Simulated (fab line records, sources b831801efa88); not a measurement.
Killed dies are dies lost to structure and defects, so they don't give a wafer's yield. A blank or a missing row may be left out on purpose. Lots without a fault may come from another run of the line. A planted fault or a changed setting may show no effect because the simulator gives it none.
A struck lot beside a sound one | flow gf180mcu | 14 steps out of a route of 602
Sound: wafers L184.1, L184.4, L184.6. Struck: wafers L191.1, L191.3, L191.4. The cause comes at the end.
At each step with rows: each side's tool, then ch and its chambers, then its first start. Under that, the readings that differ: sound wafers | struck wafers | difference of the means | sigmas: that difference in standard deviations of wafers without a fault.
alike: readings whose means differ by less than 2 such deviations, and words and numbers that are the same on both sides. not compared: withheld readings, readings that some wafer has no value for, bounds like >300 that may hide the same value, and numbers for which the record gives no deviation and whose values overlap.
The two part at a step that has a row with sigmas, a row that says differs or no value, or rows on one side only. Numbers that don't overlap but have no deviation are shown without sigmas and don't part them. A reading that every wafer of one side lacks parts them only if that side has two wafers or more.

GF_M4_SPUTTER_00: material Ti, target thk 37.5 nm, time 150 s.
  sound on pvd_sputter-04, day 22 21:16; struck on pvd_sputter-04, day 24 21:49
  alike: cathode_dc_power_W, throttle_valve_pct
GF_M4_SPUTTER_01: material TiN, target thk 30 nm, time 25 s.
  sound on pvd_sputter-04, day 22 21:22; struck on pvd_sputter-04, day 24 21:55
  alike: cathode_dc_power_W, throttle_valve_pct
GF_M4_SPUTTER_02: material AlCu, target thk 450 nm, time 23.9 s.
  sound on pvd_sputter-04, day 22 21:24; struck on pvd_sputter-04, day 24 21:57
  alike: cathode_dc_power_W, throttle_valve_pct
GF_M4_SPUTTER_03: material Ti, target thk 10 nm, time 6.921 s.
  sound on pvd_sputter-04, day 22 21:26; struck on pvd_sputter-04, day 24 21:59
  alike: cathode_dc_power_W, throttle_valve_pct
GF_M4_SPUTTER_04: material TiN, target thk 50 nm, time 41.7 s.
  sound on pvd_sputter-04, day 22 21:27; struck on pvd_sputter-04, day 24 22:00
  alike: cathode_dc_power_W, throttle_valve_pct
GF_M4_RS_MEAS_05: measures by four-point-probe.
  sound on film_metro-02, day 22 21:29; struck on film_metro-04, day 24 22:02
  reading             | sound                | struck               | difference | sigmas
  M4_ALCU_RS (ohm/sq) | 0.0693 0.0686 0.0689 | 0.0707 0.0700 0.0707 | +0.0015    | +2
GF_M4_THK_MEAS_06: measures by xrf.
  sound on film_metro-02, day 22 21:37; struck on film_metro-04, day 24 22:10
  reading          | sound       | struck      | difference | sigmas
  M4_ALCU_THK (nm) | 458 460 459 | 442 448 443 | -15        | -3
then, 5 steps without rows for these wafers: GF_M4_DEHYDRATE_07 (time 60 s); GF_M4_HMDS_08 (prime time 60 s); GF_M4_COAT_09 (resist thk 1000 nm); GF_M4_SOFTBAKE_10 (time 60 s); GF_M4_EXPOSE_11 (exposes mask Metal4, target cd 280 nm).
GF_M4_PEB_12: peb time 90 s.
  sound on litho_track-01 ch 0, day 23 20:03; struck on litho_track-02, day 25 19:00
  no value came back on the struck wafers for chill_plate_temp_C (C), exhaust_pa (Pa), plate_temp_C (C); on the sound wafers chill_plate_temp_C (C) reads 22.96 22.87 22.82
then, 1 step without rows for these wafers: GF_M4_DEVELOP_13 (develop time 60 s).

WHERE THEY PART
First at GF_M4_RS_MEAS_05; last, within this record, at GF_M4_PEB_12.

WHY: what the simulator had put in
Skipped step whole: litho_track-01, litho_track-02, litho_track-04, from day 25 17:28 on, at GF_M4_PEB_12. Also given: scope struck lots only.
